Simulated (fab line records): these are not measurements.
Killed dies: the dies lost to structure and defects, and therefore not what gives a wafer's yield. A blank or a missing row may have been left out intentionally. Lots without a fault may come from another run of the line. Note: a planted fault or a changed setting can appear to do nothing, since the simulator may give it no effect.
fab line records :: flow sky130 :: part 2 of 2: steps 30 to 42 of 42
[record]
  lots = 5
  wafers = 15
  lastDay = 50
route steps=708 shown LDD_LDN@290 SPACER@304 POLY_CUT@307 SD_P@320
lots that met no fault: taken from a fault-free run of the same line
startH: start of the lot's first displayed wafer, in hours after the record's first day :: waitH: hours since the lot's step before :: " unchanged from the row above :: L1.1+2: a single row standing in for several wafers :: - value missing, or start not given :: * or withheld: withheld :: < > ~ a bound
route shown NAME@n: NAME is a module with steps in the file, n the number in the route of the first one :: usual: mean/standard deviation taken from wafers without a fault :: same: alike in all rows :: chamber/n: place in a boat :: sites: the reading at each site :: _std_site: the values' standard deviation :: _edge_site: mean of outer sites minus mean of inner sites :: radiusMm: how far each site lies from the wafer's centre :: mask NAME#n: copy n :: behind: the tool/chamber that last shaped the wafer :: hold: cause of the lot's hold/its duration in hours/its outcome :: device: the n, p or np transistor that did not switch :: end of line: the route-end tests of the same wafers :: a step with no rows: only its recipe :: killed: count of dies lost to structure and defects at first sort (not the wafer's yield) :: map: the dies of a wafer, with x for killed, . for not killed, _ for no die there
set.NAME: the setting that was run; set.NAME@STEP: the one run at that earlier step :: model.NAME: the simulator's own value behind a step, which no gauge read
lots at some steps of the route; a table a step, a row a wafer
services: from which hour (startH, from the record's first day; less than 0 if before it) a tool's chamber was out of use, for how many hours, and why
[[steps]]
[step SKY_POLY_CUT_STRIP_12]
[recipe]
  chemistry = O2/N2
  powerW = 1400
  pressureMtorr = 1500
  platenTempC = withheld
  o2FlowSccm = 3000
  n2FlowSccm = 300
  overashFraction = 0.5
[usual]
  drypumpMotorCurrentA = 5.6/0.65
  oesProductAu = 0.452/0.004
  stripTimeToEndpointS = 5.359/0.015
lot.wafer: L075.2
tool: plasmaAsher-02
chamber: 0
startH: 567.84
waitH: 0.0
drypumpMotorCurrentA: 4.9
oesProductAu: 0.447
rfHoursCounterH: 14
stripTimeToEndpointS: 5.374

lot.wafer: L075.3
tool: plasmaAsher-02
chamber: 0
startH: 567.84
waitH: 0.0
drypumpMotorCurrentA: 4.9
oesProductAu: 0.457
rfHoursCounterH: -
stripTimeToEndpointS: 5.372

lot.wafer: L075.5
tool: plasmaAsher-02
chamber: 1
startH: 567.84
waitH: 0.0
drypumpMotorCurrentA: 5.5
oesProductAu: 0.449
rfHoursCounterH: -
stripTimeToEndpointS: 5.379

lot.wafer: L078.1
tool: plasmaAsher-04
chamber: 0
startH: 586.89
waitH: 0.0
drypumpMotorCurrentA: 6.6
oesProductAu: 0.456
rfHoursCounterH: 43
stripTimeToEndpointS: 5.360

lot.wafer: L078.3
tool: plasmaAsher-04
chamber: 0
startH: 586.89
waitH: 0.0
drypumpMotorCurrentA: 6.6
oesProductAu: 0.449
rfHoursCounterH: -
stripTimeToEndpointS: 5.368

lot.wafer: L078.4
tool: plasmaAsher-04
chamber: 1
startH: 586.89
waitH: 0.0
drypumpMotorCurrentA: 5.3
oesProductAu: 0.461
rfHoursCounterH: -
stripTimeToEndpointS: 5.385

lot.wafer: L081.2
tool: plasmaAsher-02
chamber: 1
startH: 626.09
waitH: 0.0
drypumpMotorCurrentA: 5.5
oesProductAu: 0.459
rfHoursCounterH: 20
stripTimeToEndpointS: 5.358

lot.wafer: L081.4
tool: plasmaAsher-02
chamber: 1
startH: 626.09
waitH: 0.0
drypumpMotorCurrentA: 5.5
oesProductAu: 0.454
rfHoursCounterH: -
stripTimeToEndpointS: 5.384

lot.wafer: L081.5
tool: plasmaAsher-02
chamber: 1
startH: 626.09
waitH: 0.0
drypumpMotorCurrentA: 5.5
oesProductAu: 0.459
rfHoursCounterH: -
stripTimeToEndpointS: 5.380

lot.wafer: L085.1
tool: plasmaAsher-02
chamber: 1
startH: 657.98
waitH: 0.0
drypumpMotorCurrentA: 5.5
oesProductAu: 0.449
rfHoursCounterH: 24
stripTimeToEndpointS: 5.384

lot.wafer: L085.2
tool: plasmaAsher-02
chamber: 0
startH: 657.98
waitH: 0.0
drypumpMotorCurrentA: 4.9
oesProductAu: 0.453
rfHoursCounterH: 24
stripTimeToEndpointS: 5.346

lot.wafer: L085.6
tool: plasmaAsher-02
chamber: 0
startH: 657.98
waitH: 0.0
drypumpMotorCurrentA: 4.9
oesProductAu: 0.453
rfHoursCounterH: -
stripTimeToEndpointS: 5.345

lot.wafer: L097.1
tool: plasmaAsher-02
chamber: 0
startH: 749.53
waitH: 0.0
drypumpMotorCurrentA: 4.9
oesProductAu: 0.453
rfHoursCounterH: 32
stripTimeToEndpointS: 5.360

lot.wafer: L097.5
tool: plasmaAsher-02
chamber: 0
startH: 749.53
waitH: 0.0
drypumpMotorCurrentA: 4.9
oesProductAu: 0.460
rfHoursCounterH: -
stripTimeToEndpointS: 5.374

lot.wafer: L097.6
tool: plasmaAsher-02
chamber: 1
startH: 749.53
waitH: 0.0
drypumpMotorCurrentA: 5.5
oesProductAu: 0.453
rfHoursCounterH: -
stripTimeToEndpointS: 5.365
[step SKY_SD_P_DEHYDRATE_00]
[recipe]
  tempC = 200
  timeS = 60
[same]
  timeS = 60
lot.wafer: L075.2+3+5
tool: lithoTrack-01
chamber: 0
startH: 582.89
waitH: 15.0

lot.wafer: L078.1+3+4
tool: lithoTrack-01
chamber: 0
startH: 601.32
waitH: 14.4

lot.wafer: L081.2+4+5
tool: lithoTrack-02
chamber: 0
startH: 640.12
waitH: 14.0

lot.wafer: L085.1+2+6
tool: lithoTrack-04
chamber: 0
startH: 671.97
waitH: 14.0

lot.wafer: L097.1+5+6
tool: lithoTrack-02
chamber: 0
startH: 762.45
waitH: 12.9
[step SKY_SD_P_HMDS_01]
[recipe]
  primeTimeS = 60
  primeTempC = 120
lot.wafer: L075.2+3+5
tool: lithoTrack-01
chamber: 0
startH: 583.04
waitH: 0.1

lot.wafer: L078.1+3+4
tool: lithoTrack-01
chamber: 0
startH: 601.47
waitH: 0.1

lot.wafer: L081.2+4+5
tool: lithoTrack-02
chamber: 0
startH: 640.27
waitH: 0.1

lot.wafer: L085.1+2+6
tool: lithoTrack-04
chamber: 0
startH: 672.12
waitH: 0.1

lot.wafer: L097.1+5+6
tool: lithoTrack-02
chamber: 0
startH: 762.60
waitH: 0.1
[step SKY_SD_P_COAT_02]
[recipe]
  resist = NOVOLAK
  spinRpm = 3000
  resistThkNm = 1140
lot.wafer: L075.2+3+5
tool: lithoTrack-01
chamber: 0
startH: 583.19
waitH: 0.1

lot.wafer: L078.1+3+4
tool: lithoTrack-01
chamber: 0
startH: 601.62
waitH: 0.1

lot.wafer: L081.2+4+5
tool: lithoTrack-02
chamber: 0
startH: 640.42
waitH: 0.1

lot.wafer: L085.1+2+6
tool: lithoTrack-04
chamber: 0
startH: 672.27
waitH: 0.1

lot.wafer: L097.1+5+6
tool: lithoTrack-02
chamber: 0
startH: 762.75
waitH: 0.1
[step SKY_SD_P_SOFTBAKE_03]
[recipe]
  tempC = 90
  timeS = 60
  resist = NOVOLAK
[same]
  timeS = 60
lot.wafer: L075.2+3+5
tool: lithoTrack-01
chamber: 0
startH: 583.34
waitH: 0.1

lot.wafer: L078.1+3+4
tool: lithoTrack-01
chamber: 0
startH: 601.77
waitH: 0.1

lot.wafer: L081.2+4+5
tool: lithoTrack-02
chamber: 0
startH: 640.57
waitH: 0.1

lot.wafer: L085.1+2+6
tool: lithoTrack-04
chamber: 0
startH: 672.42
waitH: 0.1

lot.wafer: L097.1+5+6
tool: lithoTrack-02
chamber: 0
startH: 762.90
waitH: 0.1
[step SKY_SD_P_EXPOSE_04]
[recipe]
  maskId = PSDM
  na = 0.6
  sourceShape = conventional
  sigmaOuter = 0.6
  polarization = unpolarized
  targetCdNm = 380
  doseMj = 138
lot.wafer: L075.2+3+5
tool: ilineStepper-01
chamber: 0
startH: -
waitH: -
mask: PSDM#0

lot.wafer: L078.1+3+4
tool: ilineStepper-02
chamber: 0
startH: -
waitH: -
mask: PSDM#0

lot.wafer: L081.2+4+5
tool: ilineStepper-01
chamber: 0
startH: -
waitH: -
mask: PSDM#0

lot.wafer: L085.1+2+6
tool: ilineStepper-02
chamber: 0
startH: -
waitH: -
mask: PSDM#0

lot.wafer: L097.1+5+6
tool: ilineStepper-01
chamber: 0
startH: -
waitH: -
mask: PSDM#0
[step SKY_SD_P_PEB_05]
[recipe]
  tempC = withheld
  timeS = *
  resist = NOVOLAK
[same]
  timeS = *
lot.wafer: L075.2+3+5
tool: lithoTrack-02
chamber: 0
startH: -
waitH: -

lot.wafer: L078.1+3+4
tool: lithoTrack-04
chamber: 0
startH: -
waitH: -

lot.wafer: L081.2+4+5
tool: lithoTrack-02
chamber: 0
startH: -
waitH: -

lot.wafer: L085.1+2+6
tool: lithoTrack-04
chamber: 0
startH: -
waitH: -

lot.wafer: L097.1+5+6
tool: lithoTrack-01
chamber: 0
startH: -
waitH: -
[step SKY_SD_P_DEVELOP_06]
[recipe]
  resist = NOVOLAK
  developer = TMAH
  developTimeS = 60
  devTempC = 23
lot.wafer: L075.2+3+5
tool: lithoTrack-02
chamber: 0
startH: 597.42
waitH: 0.1

lot.wafer: L078.1+3+4
tool: lithoTrack-04
chamber: 0
startH: 616.67
waitH: 0.1

lot.wafer: L081.2+4+5
tool: lithoTrack-02
chamber: 0
startH: 655.32
waitH: 0.1

lot.wafer: L085.1+2+6
tool: lithoTrack-04
chamber: 0
startH: 686.47
waitH: 0.1

lot.wafer: L097.1+5+6
tool: lithoTrack-01
chamber: 0
startH: 776.12
waitH: 0.1
[step SKY_SD_P_CD_MEAS_07]
[recipe]
  targetCdNm = 380
[usual]
  cdNm = 379.5/2.9
lot.wafer: L075.2
tool: cdSem-01
chamber: -
startH: 597.57
waitH: 0.1
cdNm: 377.7

lot.wafer: L075.3
tool: cdSem-01
chamber: -
startH: 597.57
waitH: 0.1
cdNm: 376.3

lot.wafer: L075.5
tool: cdSem-01
chamber: -
startH: 597.57
waitH: 0.1
cdNm: 377.4

lot.wafer: L078.1
tool: cdSem-02
chamber: -
startH: 616.82
waitH: 0.1
cdNm: 379.4

lot.wafer: L078.3
tool: cdSem-02
chamber: -
startH: 616.82
waitH: 0.1
cdNm: 382.4

lot.wafer: L078.4
tool: cdSem-02
chamber: -
startH: 616.82
waitH: 0.1
cdNm: 378.8

lot.wafer: L081.2
tool: cdSem-02
chamber: -
startH: 655.47
waitH: 0.1
cdNm: 381.7

lot.wafer: L081.4
tool: cdSem-02
chamber: -
startH: 655.47
waitH: 0.1
cdNm: 381.8

lot.wafer: L081.5
tool: cdSem-02
chamber: -
startH: 655.47
waitH: 0.1
cdNm: 382.5

lot.wafer: L085.1
tool: cdSem-01
chamber: -
startH: 686.62
waitH: 0.1
cdNm: 384.5

lot.wafer: L085.2
tool: cdSem-01
chamber: -
startH: 686.62
waitH: 0.1
cdNm: 382.4

lot.wafer: L085.6
tool: cdSem-01
chamber: -
startH: 686.62
waitH: 0.1
cdNm: 385.6

lot.wafer: L097.1
tool: cdSem-02
chamber: -
startH: 776.27
waitH: 0.1
cdNm: 381.6

lot.wafer: L097.5
tool: cdSem-02
chamber: -
startH: 776.27
waitH: 0.1
cdNm: 381.7

lot.wafer: L097.6
tool: cdSem-02
chamber: -
startH: 776.27
waitH: 0.1
cdNm: 380.7
[step SKY_SD_P_OVL_MEAS_08]
[usual]
  SD_P_OVL = -1.3/1.4
lot.wafer: L075.2
tool: overlay-02
chamber: -
startH: 597.67
waitH: 0.1
SD_P_OVL[nm]: -2.2

lot.wafer: L075.3
tool: overlay-02
chamber: -
startH: 597.67
waitH: 0.1
SD_P_OVL[nm]: -2.1

lot.wafer: L075.5
tool: overlay-02
chamber: -
startH: 597.67
waitH: 0.1
SD_P_OVL[nm]: -2.6

lot.wafer: L078.1
tool: overlay-02
chamber: -
startH: 616.94
waitH: 0.1
SD_P_OVL[nm]: -3.0

lot.wafer: L078.3
tool: overlay-02
chamber: -
startH: 616.94
waitH: 0.1
SD_P_OVL[nm]: -2.7

lot.wafer: L078.4
tool: overlay-02
chamber: -
startH: 616.94
waitH: 0.1
SD_P_OVL[nm]: -1.5

lot.wafer: L081.2
tool: overlay-01
chamber: -
startH: 655.57
waitH: 0.1
SD_P_OVL[nm]: -1.5

lot.wafer: L081.4
tool: overlay-01
chamber: -
startH: 655.57
waitH: 0.1
SD_P_OVL[nm]: -2.4

lot.wafer: L081.5
tool: overlay-01
chamber: -
startH: 655.57
waitH: 0.1
SD_P_OVL[nm]: 1.0

lot.wafer: L085.1
tool: overlay-01
chamber: -
startH: 686.74
waitH: 0.1
SD_P_OVL[nm]: -0.8

lot.wafer: L085.2
tool: overlay-01
chamber: -
startH: 686.74
waitH: 0.1
SD_P_OVL[nm]: -3.1

lot.wafer: L085.6
tool: overlay-01
chamber: -
startH: 686.74
waitH: 0.1
SD_P_OVL[nm]: -1.1

lot.wafer: L097.1
tool: overlay-01
chamber: -
startH: 776.39
waitH: 0.1
SD_P_OVL[nm]: -2.1

lot.wafer: L097.5
tool: overlay-01
chamber: -
startH: 776.39
waitH: 0.1
SD_P_OVL[nm]: 0.4

lot.wafer: L097.6
tool: overlay-01
chamber: -
startH: 776.39
waitH: 0.1
SD_P_OVL[nm]: 0.5
[step SKY_SD_P_IMPLANT_09]
[recipe]
  species = BF2
  energyKev = 20.36
  doseCm2 = 3e+15
  tiltDeg = 0
[usual]
  beamEnergyKeV = 20.360/0.0064
lot.wafer: L075.2
tool: implanter-04
chamber: 0
startH: 597.73
waitH: 0.0
beamEnergyKeV: 20.363

lot.wafer: L075.3
tool: implanter-04
chamber: 0
startH: 597.73
waitH: 0.0
beamEnergyKeV: 20.352

lot.wafer: L075.5
tool: implanter-04
chamber: 0
startH: 597.73
waitH: 0.0
beamEnergyKeV: 20.363

lot.wafer: L078.1
tool: implanter-02
chamber: 0
startH: 616.98
waitH: 0.0
beamEnergyKeV: 20.359

lot.wafer: L078.3
tool: implanter-02
chamber: 0
startH: 616.98
waitH: 0.0
beamEnergyKeV: 20.363

lot.wafer: L078.4
tool: implanter-02
chamber: 0
startH: 616.98
waitH: 0.0
beamEnergyKeV: 20.361

lot.wafer: L081.2
tool: implanter-01
chamber: 0
startH: 655.63
waitH: 0.0
beamEnergyKeV: 20.361

lot.wafer: L081.4
tool: implanter-01
chamber: 0
startH: 655.63
waitH: 0.0
beamEnergyKeV: 20.369

lot.wafer: L081.5
tool: implanter-01
chamber: 0
startH: 655.63
waitH: 0.0
beamEnergyKeV: 20.361

lot.wafer: L085.1
tool: implanter-04
chamber: 0
startH: 686.78
waitH: 0.0
beamEnergyKeV: 20.357

lot.wafer: L085.2
tool: implanter-04
chamber: 0
startH: 686.78
waitH: 0.0
beamEnergyKeV: 20.360

lot.wafer: L085.6
tool: implanter-04
chamber: 0
startH: 686.78
waitH: 0.0
beamEnergyKeV: 20.362

lot.wafer: L097.1
tool: implanter-04
chamber: 0
startH: 776.42
waitH: 0.0
beamEnergyKeV: 20.354

lot.wafer: L097.5
tool: implanter-04
chamber: 0
startH: 776.42
waitH: 0.0
beamEnergyKeV: 20.360

lot.wafer: L097.6
tool: implanter-04
chamber: 0
startH: 776.42
waitH: 0.0
beamEnergyKeV: 20.354
[step SKY_SD_P_STRIP_10]
[recipe]
  chemistry = O2/N2
  powerW = 1400
  pressureMtorr = 1500
  platenTempC = withheld
  o2FlowSccm = 3000
  n2FlowSccm = 300
  overashFraction = 0.5
[usual]
  drypumpMotorCurrentA = 5.7/0.62
  oesProductAu = 0.616/0.0043
  stripTimeToEndpointS = 17.56/0.033
lot.wafer: L075.2
tool: plasmaAsher-01
chamber: 0
startH: 597.85
waitH: 0.1
drypumpMotorCurrentA: 4.9
oesProductAu: 0.617
rfHoursCounterH: 80
stripTimeToEndpointS: 17.57

lot.wafer: L075.3
tool: plasmaAsher-01
chamber: 0
startH: 597.85
waitH: 0.1
drypumpMotorCurrentA: 4.9
oesProductAu: 0.618
rfHoursCounterH: -
stripTimeToEndpointS: 17.51

lot.wafer: L075.5
tool: plasmaAsher-01
chamber: 1
startH: 597.85
waitH: 0.1
drypumpMotorCurrentA: 6.1
oesProductAu: 0.612
rfHoursCounterH: -
stripTimeToEndpointS: 17.57

lot.wafer: L078.1
tool: plasmaAsher-04
chamber: 1
startH: 617.13
waitH: 0.1
drypumpMotorCurrentA: 5.3
oesProductAu: 0.612
rfHoursCounterH: 45
stripTimeToEndpointS: 17.53

lot.wafer: L078.3
tool: plasmaAsher-04
chamber: 1
startH: 617.13
waitH: 0.1
drypumpMotorCurrentA: 5.3
oesProductAu: 0.614
rfHoursCounterH: -
stripTimeToEndpointS: 17.54

lot.wafer: L078.4
tool: plasmaAsher-04
chamber: 0
startH: 617.13
waitH: 0.1
drypumpMotorCurrentA: 6.5
oesProductAu: 0.619
rfHoursCounterH: -
stripTimeToEndpointS: 17.54

lot.wafer: L081.2
tool: plasmaAsher-04
chamber: 0
startH: 655.75
waitH: 0.1
drypumpMotorCurrentA: 6.6
oesProductAu: 0.614
rfHoursCounterH: 49
stripTimeToEndpointS: 17.56

lot.wafer: L081.4
tool: plasmaAsher-04
chamber: 1
startH: 655.75
waitH: 0.1
drypumpMotorCurrentA: 5.3
oesProductAu: 0.627
rfHoursCounterH: -
stripTimeToEndpointS: 17.55

lot.wafer: L081.5
tool: plasmaAsher-04
chamber: 1
startH: 655.75
waitH: 0.1
drypumpMotorCurrentA: 5.3
oesProductAu: 0.621
rfHoursCounterH: -
stripTimeToEndpointS: 17.57

lot.wafer: L085.1
tool: plasmaAsher-04
chamber: 0
startH: 686.93
waitH: 0.1
drypumpMotorCurrentA: 6.6
oesProductAu: 0.610
rfHoursCounterH: 51
stripTimeToEndpointS: 17.53

lot.wafer: L085.2
tool: plasmaAsher-04
chamber: 1
startH: 686.93
waitH: 0.1
drypumpMotorCurrentA: 5.3
oesProductAu: 0.611
rfHoursCounterH: 51
stripTimeToEndpointS: 17.52

lot.wafer: L085.6
tool: plasmaAsher-04
chamber: 1
startH: 686.93
waitH: 0.1
drypumpMotorCurrentA: 5.3
oesProductAu: 0.609
rfHoursCounterH: -
stripTimeToEndpointS: 17.50

lot.wafer: L097.1
tool: plasmaAsher-01
chamber: 0
startH: 776.57
waitH: 0.1
drypumpMotorCurrentA: 4.9
oesProductAu: 0.617
rfHoursCounterH: 98
stripTimeToEndpointS: 17.57

lot.wafer: L097.5
tool: plasmaAsher-01
chamber: 1
startH: 776.57
waitH: 0.1
drypumpMotorCurrentA: 6.1
oesProductAu: 0.617
rfHoursCounterH: -
stripTimeToEndpointS: 17.53

lot.wafer: L097.6
tool: plasmaAsher-01
chamber: 0
startH: 776.57
waitH: 0.1
drypumpMotorCurrentA: 4.9
oesProductAu: 0.620
rfHoursCounterH: -
stripTimeToEndpointS: 17.59
[step SKY_SD_P_TW_MEAS_11]
[usual]
  SD_P_TW = 2852/33
lot.wafer: L075.2
tool: filmMetro-02
chamber: -
startH: 597.96
waitH: 0.1
SD_P_TW: 2799

lot.wafer: L075.3
tool: filmMetro-02
chamber: -
startH: 597.96
waitH: 0.1
SD_P_TW: 2788

lot.wafer: L075.5
tool: filmMetro-02
chamber: -
startH: 597.96
waitH: 0.1
SD_P_TW: 2799

lot.wafer: L078.1
tool: filmMetro-01
chamber: -
startH: 617.23
waitH: 0.1
SD_P_TW: 2853

lot.wafer: L078.3
tool: filmMetro-01
chamber: -
startH: 617.23
waitH: 0.1
SD_P_TW: 2859

lot.wafer: L078.4
tool: filmMetro-01
chamber: -
startH: 617.23
waitH: 0.1
SD_P_TW: 2830

lot.wafer: L081.2
tool: filmMetro-02
chamber: -
startH: 655.86
waitH: 0.1
SD_P_TW: 2795

lot.wafer: L081.4
tool: filmMetro-02
chamber: -
startH: 655.86
waitH: 0.1
SD_P_TW: 2792

lot.wafer: L081.5
tool: filmMetro-02
chamber: -
startH: 655.86
waitH: 0.1
SD_P_TW: 2781

lot.wafer: L085.1
tool: filmMetro-04
chamber: -
startH: 687.03
waitH: 0.1
SD_P_TW: 2880

lot.wafer: L085.2
tool: filmMetro-04
chamber: -
startH: 687.03
waitH: 0.1
SD_P_TW: 2893

lot.wafer: L085.6
tool: filmMetro-04
chamber: -
startH: 687.03
waitH: 0.1
SD_P_TW: 2885

lot.wafer: L097.1
tool: filmMetro-01
chamber: -
startH: 776.67
waitH: 0.1
SD_P_TW: 2870

lot.wafer: L097.5
tool: filmMetro-01
chamber: -
startH: 776.67
waitH: 0.1
SD_P_TW: 2858

lot.wafer: L097.6
tool: filmMetro-01
chamber: -
startH: 776.67
waitH: 0.1
SD_P_TW: 2856
[[services]]
tool: ilineStepper-02
chamber: -
startH: 497.23
hours: 1.7
kind: pm

tool: plasmaAsher-04
chamber: -
startH: 534.69
hours: 14.6
kind: pm

tool: plasmaAsher-02
chamber: -
startH: 544.48
hours: 4.2
kind: repair

tool: plasmaAsher-04
chamber: -
startH: 557.11
hours: 28.1
kind: pm

tool: rieDiel-03
chamber: -
startH: 564.73
hours: 2.8
kind: pm

tool: implanter-01
chamber: -
startH: 573.25
hours: 3.6
kind: pm

tool: rieDiel-04
chamber: -
startH: 590.02
hours: 2.8
kind: pm

tool: plasmaAsher-04
chamber: -
startH: 594.61
hours: 10.1
kind: repair

tool: rieDiel-03
chamber: 1
startH: 598.48
hours: 4.4
kind: repair

tool: ilineStepper-01
chamber: -
startH: 631.14
hours: 1.7
kind: pm

tool: rieDiel-03
chamber: 2
startH: 647.79
hours: 3.4
kind: repair

tool: rieDiel-04
chamber: 3
startH: 654.04
hours: 3.5
kind: repair

tool: plasmaAsher-04
chamber: -
startH: 655.99
hours: 3.2
kind: repair

tool: implanter-04
chamber: -
startH: 667.07
hours: 15.7
kind: repair

tool: rieDiel-04
chamber: 0
startH: 667.26
hours: 10.1
kind: repair

tool: rieDiel-04
chamber: 1
startH: 672.12
hours: 9.2
kind: repair

tool: plasmaAsher-02
chamber: -
startH: 681.87
hours: 14.6
kind: pm

tool: ilineStepper-02
chamber: -
startH: 688.82
hours: 2.2
kind: repair

tool: plasmaAsher-04
chamber: -
startH: 695.97
hours: 2.8
kind: pm

tool: lpcvd-02
chamber: -
startH: 713.23
hours: 0.8
kind: pm

tool: rieDiel-03
chamber: 3
startH: 726.45
hours: 16.5
kind: repair

tool: implanter-01
chamber: -
startH: 761.17
hours: 3.0
kind: repair

tool: rieDiel-04
chamber: 1
startH: 768.69
hours: 6.8
kind: repair

tool: rieDiel-03
chamber: -
startH: 770.02
hours: 0.5
kind: repair
